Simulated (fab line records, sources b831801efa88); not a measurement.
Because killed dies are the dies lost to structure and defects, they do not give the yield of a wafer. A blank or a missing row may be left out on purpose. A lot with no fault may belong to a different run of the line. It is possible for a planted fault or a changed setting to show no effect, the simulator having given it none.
Code-filled problem report in 8D (eight disciplines) form ; flow sfq line ; the parts of the form that need people (team, actions taken, sign-off) are left out

== 1. THE ISSUE ==
Mean of bias w at SFQ_TRILAYER_M7_ETCH_METAL_ETCH_180: 90.46 W across 9 wafers in 3 lots; on wafers with no fault it is 80.04 W (standard deviation 0.22). Measured from the usual mean, that is +47 standard deviations.
The step: etches Nb in Cl2/Ar, stops on SiO2, target depth 240 nm, time 120 s.
First seen on wafer L853.2, day 68 13:17, on rie metal-02. The record holds 45 wafers of 15 lots with a number at this step. Rule for "out" (also "out of limits"): further than 4 standard deviations from the usual mean. All remaining wafers that have a number are taken as sound.

== 2. WHAT IT IS, WHAT IT ISN'T ==
question;is;is not
which readings at this step;bias w;drypump motor current A, he backside leak sccm, oes product au
which lots;L853, L854, L855;L841, L842, L843, L846, L847, L848, L858, L860, L861, L862, L863, L864
which wafers of those lots;all that have a number;-
read on which tools;rie metal-02;rie metal-01, rie metal-03
when;from day 68 13:17;"up to then (18 sound wafers); but 18 sound wafers of L858, L860, L861, L862, L863, L864 came after"

== 3. WHAT RULES OUT EACH SUSPECT ==
Counting: any tool at a process step up to the reading is kept as a suspect provided that every lot that is out went through it and no sound lot did after the first of them.
- rie metal-02 at SFQ_TRILAYER_M7_ETCH_METAL_ETCH_180 (etches Nb in Cl2/Ar, stops on SiO2, target depth 240 nm, time 120 s): kept. All lots that are out passed through it, beginning with L853 at day 68 13:17, and no sound lot followed; its final sound lot before that point was L848 at day 67 06:05. On those wafers its own readings are out: bias w.
After counting, what remains is rie metal-02 at SFQ_TRILAYER_M7_ETCH_METAL_ETCH_180.

== 4. THE CAUSE (what the simulator had put in) ==
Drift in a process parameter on rie metal-02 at SFQ_TRILAYER_M7_ETCH_METAL_ETCH_180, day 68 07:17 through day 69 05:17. Setting bias w, moved by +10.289, from 80. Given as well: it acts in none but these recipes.
After counting, this tool was the only one left.

== 5. THE CHAIN OF EFFECTS, in route order ==
Each row: a reading whose mean over the struck wafers that have a number lies more than 3 standard deviations from the usual. Readings are gone through only where the record gives a usual standard deviation; hours: the median, over the lots, of the time from a lot's start at the first step in this table giving one to that lot's start at this step; sigmas: the change measured in usual standard deviations.
hours;step;reading;usual;on struck wafers;change;sigmas
0;SFQ_TRILAYER_M7_ETCH_METAL_ETCH_180;bias w;80.04 W;90.46;+10.42;+47
It contains these process steps:
- SFQ_TRILAYER_M7_ETCH_METAL_ETCH_180: etches Nb in Cl2/Ar, stops on SiO2, target depth 240 nm, time 120 s.

== 6. HOW IT WOULD HAVE BEEN CAUGHT EARLIER ==
The fault began at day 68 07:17; the first out-of-limits reading in this record came at day 68 13:17, 6 hours later.
